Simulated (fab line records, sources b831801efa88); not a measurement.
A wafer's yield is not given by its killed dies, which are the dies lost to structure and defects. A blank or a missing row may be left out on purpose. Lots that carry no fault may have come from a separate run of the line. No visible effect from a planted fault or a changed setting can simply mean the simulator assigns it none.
Matching of chambers -- flow gf180mcu -- rie-diel-03 running GF_CONTACT_ETCH_16: 4 sister chambers
The step etches BARC in N2/H2. 4 wafers are shown with their chamber, then 8 later ones without.

WAFERS WITH THEIR CHAMBER
wafer,chamber,drypump-motor-current-A (A)
L080.2,1,5.7
L082.4,2,5.5
L082.5,3,5.7
L084.2,0,5.4

WAFERS MISSING THEIR CHAMBER
wafer,drypump-motor-current-A (A)
L084.5,5.7
L084.6,5.4
L089.1,5.5
L089.2,5.8
L089.3,5.3
L095.1,5.7
L095.2,5.4
L095.6,5.5

WHICH CHAMBER EACH WENT THROUGH
wafer,from the rows above,in truth
L084.5,can't be placed: 1 or 3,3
L084.6,can't be placed: 0 or 2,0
L089.1,can't be placed: 2 or 0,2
L089.2,can't be placed: 1 or 3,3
L089.3,can't be placed: 0 or 2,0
L095.1,can't be placed: 1 or 3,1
L095.2,can't be placed: 0 or 2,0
L095.6,can't be placed: 2 or 0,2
Correct placement for 0 of the 8. Unplaceable from these rows: 8, with the true chamber sitting among the candidates in 8. Number placed wrongly: 0.
How it was worked out, from the rows above alone: a wafer's distance from a chamber is the root of the sum, over the readings, of the square of ((its reading less the chamber's mean) divided by the reading's scatter). If the next closest chamber is less than 2 further off than the closest, the wafer can't be placed; otherwise it belongs to the closest. For every chamber, the mean is computed from those of its wafers that are shown. The scatter (one wafer shown for each chamber): square how far every hidden wafer sits from the nearest shown wafer, average those squares and take the square root.
